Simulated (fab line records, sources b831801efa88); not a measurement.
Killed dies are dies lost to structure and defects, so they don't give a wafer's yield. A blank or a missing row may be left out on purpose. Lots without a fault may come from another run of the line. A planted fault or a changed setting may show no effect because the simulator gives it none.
One fault seen from 2 desks | flow gf180mcu | each desk has only its own numbers; what lay behind them comes last

THE TOOL OWNER'S DESK: pvd_sputter-02
The tool's own readings at GF_M3_SPUTTER_04 (material TiN, target thk 50 nm, time 41.7 s): means of the sampled wafers that have a number, for each lot that ran on this tool. A lot is out of limits, marked OUT, if its mean lies more than 4 standard deviations from the usual mean; the brackets give that distance.
Columns: A = throttle_valve_pct at GF_M3_SPUTTER_04, usual 30.3 %
lot  | first seen here | A
L962 | day 24 17:09    | 30.2
L964 | day 25 08:14    | 30.3
This desk's finding: nothing out of limits on any of the 2 lots.

THE METROLOGY DESK
What the gauges read, lot by lot, whatever tool the lot ran on: means of the sampled wafers that have a number. A lot is out of limits, marked OUT, if its mean lies more than 4 standard deviations from the usual mean; the brackets give that distance.
Columns: A = M3_ALCU_THK at GF_M3_THK_MEAS_06, usual 440 nm
lot  | first seen here | A
L950 | day 20 06:44    | 438
L951 | day 20 13:19    | 434
L952 | day 21 02:02    | 445
L954 | day 22 01:50    | 442
L955 | day 22 06:04    | 442
L962 | day 24 17:19    | 421
L964 | day 25 08:24    | 420
L967 | day 26 09:14    | 440
L968 | day 26 16:44    | 439
L970 | day 27 07:34    | 443
L971 | day 27 15:38    | 444
L973 | day 28 06:50    | 449
This desk's finding: nothing out of limits on any of the 12 lots.

PUT TOGETHER
The tool owner's desk saw nothing out of limits.
The metrology desk saw nothing out of limits.

WHAT THE SIMULATOR HAD PUT IN
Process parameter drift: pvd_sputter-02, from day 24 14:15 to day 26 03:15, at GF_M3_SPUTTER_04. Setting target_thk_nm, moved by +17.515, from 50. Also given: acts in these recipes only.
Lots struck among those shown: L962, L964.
